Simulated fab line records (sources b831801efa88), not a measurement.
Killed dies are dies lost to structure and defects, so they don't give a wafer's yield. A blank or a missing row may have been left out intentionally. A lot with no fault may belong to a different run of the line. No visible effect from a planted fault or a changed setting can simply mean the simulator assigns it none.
Which tool is to blame? | flow sky130 | 42 wafers from 14 lots sampled at 3 of the route's 708 steps

## WHAT THE GAUGES SHOWED, per wafer
SKY_SD_N_OVL_MEAS_08.
lot  | measured     | on         | SD_N_OVL (nm)
L706 | day 28 02:40 | overlay-01 | 0.0 -0.7 0.2
L707 | day 28 07:17 | overlay-02 | 0.7 0.8 0.2
L709 | day 29 04:16 | overlay-01 | -0.8 -2.5 -0.2
L710 | day 29 03:40 | overlay-02 | -2.6 -2.6 -0.6
L714 | day 30 21:01 | overlay-01 | -0.4 0.8 -1.8
L715 | day 31 04:56 | overlay-02 | -1.0 1.2 0.5
L720 | day 32 19:36 | overlay-01 | 0.4 -0.7 -1.1
L721 | day 33 06:01 | overlay-01 | 1.2 0.4 -1.6
L722 | day 33 13:23 | overlay-02 | -0.2 -0.8 -0.3
L723 | day 34 04:08 | overlay-01 | 0.3 0.0 1.0
L724 | day 34 05:14 | overlay-02 | 2.0 -0.4 2.9
L725 | day 34 05:22 | overlay-01 | -1.3 -2.4 -0.9
L727 | day 34 21:46 | overlay-02 | -2.2 -2.6 -1.0
L729 | day 35 14:04 | overlay-02 | -2.2 -2.0 -2.6

## WHICH TOOL RAN EACH LOT (tool, then ch and the chambers of the sampled wafers, then the start)
lot  | SKY_DNWELL_STRIP_08                 | SKY_POLY_CUT_ETCH_10
L706 | plasma_asher-03 ch 0, day 3 07:13   | rie_diel-04 ch 0,3, day 24 10:55
L707 | plasma_asher-03 ch 0, day 3 08:28   | rie_diel-04 ch 0,3, day 24 15:46
L709 | plasma_asher-02 ch 0,1, day 3 21:46 | rie_diel-04 ch 0,1,2, day 25 11:06
L710 | plasma_asher-01 ch 0,1, day 3 22:31 | rie_diel-03 ch 0,1,2, day 25 10:49
L714 | plasma_asher-02 ch 0,1, day 4 22:43 | rie_diel-02 ch 2,3, day 27 05:58
L715 | plasma_asher-01 ch 0,1, day 5 04:39 | rie_diel-03 ch 1,2,3, day 27 16:10
L720 | plasma_asher-03 ch 0,1, day 6 09:30 | rie_diel-02 ch 2,3, day 29 07:45
L721 | plasma_asher-01 ch 0,1, day 6 17:37 | rie_diel-04 ch 0,2,3, day 29 18:22
L722 | plasma_asher-02 ch 0,1, day 6 21:31 | rie_diel-04 ch 1,3, day 30 03:04
L723 | plasma_asher-02 ch 0,1, day 7 01:25 | rie_diel-02 ch 0,1,2, day 30 18:50
L724 | plasma_asher-03 ch 0,1, day 7 06:33 | rie_diel-04 ch 0,1,2, day 30 19:06
L725 | plasma_asher-03 ch 0,1, day 7 08:40 | rie_diel-02 ch 0,1, day 30 20:08
L727 | plasma_asher-03 ch 0,1, day 7 19:58 | rie_diel-02 ch 0,1, day 31 13:17
L729 | plasma_asher-02 ch 0,1, day 8 08:24 | rie_diel-04 ch 0,1,3, day 32 05:27
- SKY_DNWELL_STRIP_08: strips in O2/N2.
- SKY_POLY_CUT_ETCH_10: etches BARC in N2/H2, stops on SiO2, time 45.9 s, target depth 60 nm.

## WHAT THE TOOLS THEMSELVES READ (means of the sampled wafers that have a number; where no wafer has one, the mark that the record gives instead)
SKY_DNWELL_STRIP_08.
lot  | tool            | drypump_motor_current_A (A) | oes_product_au (a.u.) | strip_time_to_endpoint_s (s)
L706 | plasma_asher-03 | 6.0                         | 0.724                 | 36.73
L707 | plasma_asher-03 | 6.0                         | 0.725                 | 36.92
L709 | plasma_asher-02 | 5.1                         | 0.724                 | 36.97
L710 | plasma_asher-01 | 5.7                         | 0.727                 | 36.88
L714 | plasma_asher-02 | 5.2                         | 0.720                 | 36.86
L715 | plasma_asher-01 | 5.3                         | 0.722                 | 36.94
L720 | plasma_asher-03 | 6.0                         | 0.721                 | 36.85
L721 | plasma_asher-01 | 5.3                         | 0.723                 | 36.89
L722 | plasma_asher-02 | 5.1                         | 0.726                 | 36.87
L723 | plasma_asher-02 | 5.3                         | 0.722                 | 36.91
L724 | plasma_asher-03 | 6.0                         | 0.720                 | 36.94
L725 | plasma_asher-03 | 5.9                         | 0.722                 | 36.80
L727 | plasma_asher-03 | 5.9                         | 0.721                 | 37.03
L729 | plasma_asher-02 | 5.2                         | 0.721                 | 36.91

SKY_POLY_CUT_ETCH_10.
lot  | tool        | drypump_motor_current_A (A) | oes_product_au (a.u.) | throttle_valve_pct (%)
L706 | rie_diel-04 | 5.8                         | 0.855                 | 13.224
L707 | rie_diel-04 | 5.5                         | 0.850                 | 13.230
L709 | rie_diel-04 | 5.6                         | 0.854                 | 13.222
L710 | rie_diel-03 | 5.8                         | 0.857                 | 13.209
L714 | rie_diel-02 | 5.6                         | 0.855                 | 13.224
L715 | rie_diel-03 | 5.7                         | 0.851                 | 13.216
L720 | rie_diel-02 | 5.6                         | 0.855                 | 13.226
L721 | rie_diel-04 | 5.7                         | 0.856                 | 13.222
L722 | rie_diel-04 | 5.2                         | 0.853                 | 13.223
L723 | rie_diel-02 | 5.7                         | 0.859                 | 13.230
L724 | rie_diel-04 | 5.7                         | 0.857                 | 13.225
L725 | rie_diel-02 | 5.9                         | 0.854                 | 13.216
L727 | rie_diel-02 | 5.5                         | 0.857                 | 13.224
L729 | rie_diel-04 | 5.5                         | 0.850                 | 13.220

## THE ANSWER, worked out from the rows above alone
Rule: usual is defined by the lots themselves. The widest of any qualifying gaps counts: lots, ordered by their means at a reading, are off when they make up no more than a third of the lots, leave a main group of 4 or more, and stand apart from it by 3 or more times the standard deviation of that group's means. A main group whose means are all the same, to the digits that the tables above print for the reading, isn't used. A lot without any number at a reading at which 4 lots or more have one is off too. Where the step has rows for the other lots, those lots are counted as sound. The gauges are gone through in route order, then the tools' own readings, and for those a lot's mean is taken as printed above. At the first step where some lot is off, the reading lying furthest off is the one used; lots without a number count as furthest.
None of the lots is off at any reading shown; this tells nothing.

## WHAT THE SIMULATOR HAD INSERTED
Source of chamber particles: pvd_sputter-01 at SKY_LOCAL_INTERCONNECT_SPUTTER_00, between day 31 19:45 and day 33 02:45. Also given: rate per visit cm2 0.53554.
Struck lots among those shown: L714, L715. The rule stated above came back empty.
